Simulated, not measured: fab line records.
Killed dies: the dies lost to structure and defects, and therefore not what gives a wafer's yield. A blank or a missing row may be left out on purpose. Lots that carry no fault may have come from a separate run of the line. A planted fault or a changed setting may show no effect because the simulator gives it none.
A lot that was struck, set against a sound lot ; flow sfqLine ; 24 steps out of a route of 325
Sound: the wafers L168.2, L168.3, L168.4. Struck: wafer L178.2; the same lot's L178.4 was not struck, so it is left out; see the end for the cause.
For every step that has rows: the tool of each side, followed by ch and its chambers, followed by its first start. Under that, the readings that differ: sound wafers ; struck wafers ; difference of the means ; sigmas: that difference in standard deviations of wafers without a fault.
alike: readings with means less than 2 such deviations apart, plus words and numbers identical on both sides. not compared: withheld readings, readings lacking a value on some wafer, bounds such as >300 that could conceal the same value, and numbers that have no deviation in the record and whose values overlap.
Wherever a step has rows on one side only, a row that says differs or no value, or a row with sigmas, the two part there. Numbers that have no deviation but don't overlap get no sigmas and don't part them. A reading that every wafer of one side lacks parts them only if that side has two wafers or more.

first, 6 steps without rows for these wafers: SFQ_TRILAYER_I0_VIA_LITHO_COAT_036 (resist thk 62 nm); SFQ_TRILAYER_I0_VIA_LITHO_COAT_031 (resist thk 650 nm); SFQ_TRILAYER_I0_VIA_LITHO_SOFTBAKE_035; SFQ_TRILAYER_I0_VIA_LITHO_EXPOSE_032 (exposes mask I0, target cd 500 nm); SFQ_TRILAYER_I0_VIA_LITHO_PEB_034 (peb time 60 s); SFQ_TRILAYER_I0_VIA_LITHO_DEVELOP_033 (time 60 s).
SFQ_I0_OVL_MEAS_908:
  sound on overlay-02, day 17 08:11; struck on overlay-01, day 21 08:32
  alike: I0_OVL
SFQ_TRILAYER_I0_VIA_BARC_OPEN_VIA_ETCH_046: etches BARC in O2, target depth 125 nm, time 41.7 s.
  sound on rieDiel-03 ch 0,1,3, day 17 08:13; struck on rieDiel-03 ch 3, day 21 08:34
  alike: drypumpMotorCurrentA, oesProductAu
  not compared: rfHoursCounterH
SFQ_TRILAYER_I0_VIA_ETCH_VIA_ETCH_034: etches SiO2 in CHF3, stops on Nb, target depth 260 nm.
  sound on rieDiel-03 ch 0,1,3, day 17 08:15; struck on rieDiel-03 ch 3, day 21 08:37
  alike: drypumpMotorCurrentA, oesProductAu
SFQ_TRILAYER_I0_VIA_STRIP_STRIP_035: strips in O2.
  sound on rieMetal-01 ch 0,1, day 17 08:22; struck on rieMetal-01 ch 1, day 21 08:43
  alike: drypumpMotorCurrentA, oesProductAu, platenTempC
  not compared: rfHoursCounterH
then, 2 steps without rows for these wafers: SFQ_TRILAYER_I0_VIA_STRIP_SOLV_CLEAN_036 (cleans in NMP, time 600 s); SFQ_TRILAYER_M1_DEP_PRE_CLEAN_038 (time 22.5 s).
SFQ_TRILAYER_M1_DEP_SPUTTER_037: material Nb, target thk 200 nm, time 133.3 s.
  sound on pvdSputter-05, day 17 09:10; struck on pvdSputter-04, day 21 09:31
reading;sound;struck;difference;sigmas
model.Nb_of_TRILAYER_M1_DEP_SPUTTER_037.thkNm (nm);202.5 198.9 201.3;225.4;+24.5;
  alike: throttleValvePct
SFQ_M1_RS_MEAS_909: measurement is done with a four-point probe.
  sound on filmMetro-02, day 17 09:16; struck on filmMetro-02, day 21 09:38
reading;sound;struck;difference;sigmas
M1_NB_RS (ohm/sq);0.880 0.896 0.884;0.791;-0.096;-8
then, 6 steps without rows for these wafers: SFQ_TRILAYER_M1_LITHO_COAT_044 (resist thk 62 nm); SFQ_TRILAYER_M1_LITHO_COAT_039 (resist thk 600 nm); SFQ_TRILAYER_M1_LITHO_SOFTBAKE_043; SFQ_TRILAYER_M1_LITHO_EXPOSE_040 (exposes mask M1, target cd 500 nm); SFQ_TRILAYER_M1_LITHO_PEB_042 (peb time 60 s); SFQ_TRILAYER_M1_LITHO_DEVELOP_041 (time 60 s).
-- the record jumps here: 7 days lie between the struck wafers' starts before and after --
SFQ_M1_OVL_MEAS_911:
  sound on overlay-01, day 23 15:52; struck on overlay-01, day 27 22:47
reading;sound;struck;difference;sigmas
M1_OVL (nm);11 8 12;-5;-15;-3
SFQ_TRILAYER_M1_BARC_OPEN_METAL_ETCH_054: etches BARC in O2, target depth 125 nm, time 41.7 s.
  sound on rieMetal-04 ch 0,1, day 23 15:53; struck on rieMetal-03 ch 0, day 27 22:49
  alike: drypumpMotorCurrentA, oesProductAu
  not compared: rfHoursCounterH
SFQ_TRILAYER_M1_ETCH_METAL_ETCH_042: etches Nb in Cl2/Ar, stops on SiO2, target depth 240 nm, time 120 s.
  sound on rieMetal-04 ch 0,1, day 23 15:57; struck on rieMetal-03 ch 0, day 27 22:53
reading;sound;struck;difference;sigmas
oesProductAu (a.u.);0.899 0.892 0.896;0.966;+0.070;+9
  alike: drypumpMotorCurrentA
  not compared: rfHoursCounterH
SFQ_TRILAYER_M1_STRIP_STRIP_043: strips in O2.
  sound on rieMetal-04 ch 0,1, day 23 16:05; struck on rieMetal-03 ch 0, day 27 23:00
  alike: drypumpMotorCurrentA, oesProductAu, platenTempC
  not compared: rfHoursCounterH

== WHERE THEY PART ==
First at SFQ_M1_RS_MEAS_909; last, within this record, at SFQ_TRILAYER_M1_ETCH_METAL_ETCH_042. Later steps at which nothing parts them and some readings are alike: SFQ_TRILAYER_M1_STRIP_STRIP_043.

WHY: whatever the simulator had introduced
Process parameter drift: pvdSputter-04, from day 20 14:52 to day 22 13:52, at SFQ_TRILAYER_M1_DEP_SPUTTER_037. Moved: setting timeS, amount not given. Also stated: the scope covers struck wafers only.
